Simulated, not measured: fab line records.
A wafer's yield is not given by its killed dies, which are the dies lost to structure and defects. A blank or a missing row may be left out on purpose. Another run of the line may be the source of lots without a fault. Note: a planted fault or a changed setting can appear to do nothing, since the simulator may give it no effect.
8D (eight disciplines) problem report, filled in by code :: flow gf180mcu :: the parts of the form that need people (team, actions taken, sign-off) are left out

== 1. WHAT IS WRONG ==
platen rpm at GF_V1_CMP_04 reads a mean of 65.95 rpm on 1 wafer of 1 lot; wafers without a fault read 60.00 rpm with a standard deviation of 0.04. So: +99 or more standard deviations from the usual mean.
The step: polishes SiO2.
First seen on wafer L264.1, day 20 23:04, on cmp-02. The record has a number at this step for 39 wafers belonging to 13 lots. By rule, "out" or "out of limits" means more than 4 standard deviations away from the usual mean. Any other wafer with a number is counted as sound.

== 2. WHAT IT IS AND WHAT IT IS NOT ==
question: which readings at this step
is: platen rpm
is not: motor current A, retaining ring pressure frac, time to endpoint s

question: which lots
is: L264
is not: L254, L255, L257, L258, L263, L269, L271, L272, L273, L274, L275, L277

question: which wafers of those lots
is: L264.1
is not: L264.3, L264.6

question: read on which tools
is: cmp-02
is not: cmp-01

question: when
is: from day 20 23:04
is not: up to then (17 sound wafers); but 21 sound wafers of L269, L271, L272, L273, L274, L275, L277 came after

== 3. THE SUSPECTS, EACH WITH WHAT RULES IT OUT ==
Counting: any tool at a process step up to the reading remains a suspect provided it ran every lot that is out. Sound lots after the first of them don't rule it out here, since some wafers of a struck lot are sound.
- cvd w-01 at GF_CONTACT_CVD_24 (deposits W, target thk 300 nm, time 90.339 s): kept. The lot that is out, L264, ran on it at day 19 20:41; the last sound lot it ran before that was L263, at day 19 11:46.
- cmp-02 at GF_V1_CMP_04 (polishes SiO2): kept. The lot that is out, L264, ran on it at day 20 23:04; the last sound lot it ran before that was L257, at day 18 01:26. Its own readings are out on those wafers: platen rpm.
- Within cmp-02 at GF_V1_CMP_04, the wafers that are out were processed in chamber 0 and their sound lot-mates in chamber 2.
The count leaves cmp-02 at GF_V1_CMP_04 and cvd w-01 at GF_CONTACT_CVD_24.

== 4. THE CAUSE (what the simulator had put in) ==
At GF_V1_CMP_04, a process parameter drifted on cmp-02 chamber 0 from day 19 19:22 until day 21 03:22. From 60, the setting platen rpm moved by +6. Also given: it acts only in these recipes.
This tool is one of the 2 suspects left after counting.

== 5. SEQUENCE OF EFFECTS, ordered by route ==
Each row: a reading whose mean over the struck wafers that have a number lies more than 3 standard deviations from the usual. Scope: only readings with a usual standard deviation given in the record; hours: median across lots of the time from each lot's start at the first step in this table that gives one to its start at this step; sigmas: change in usual standard deviations.
hours: 0
step: GF_V1_CMP_04
reading: platen rpm
usual: 60.00 rpm
on struck wafers: 65.95
change: +5.95
sigmas: +99 or more
Here are the process steps it includes:
- GF_V1_CMP_04: polishes SiO2.

== 6. HOW IT WOULD HAVE BEEN CAUGHT EARLIER ==
In this record no reading fell out of limits until day 20 23:04, 28 hours after the fault had begun at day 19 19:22.
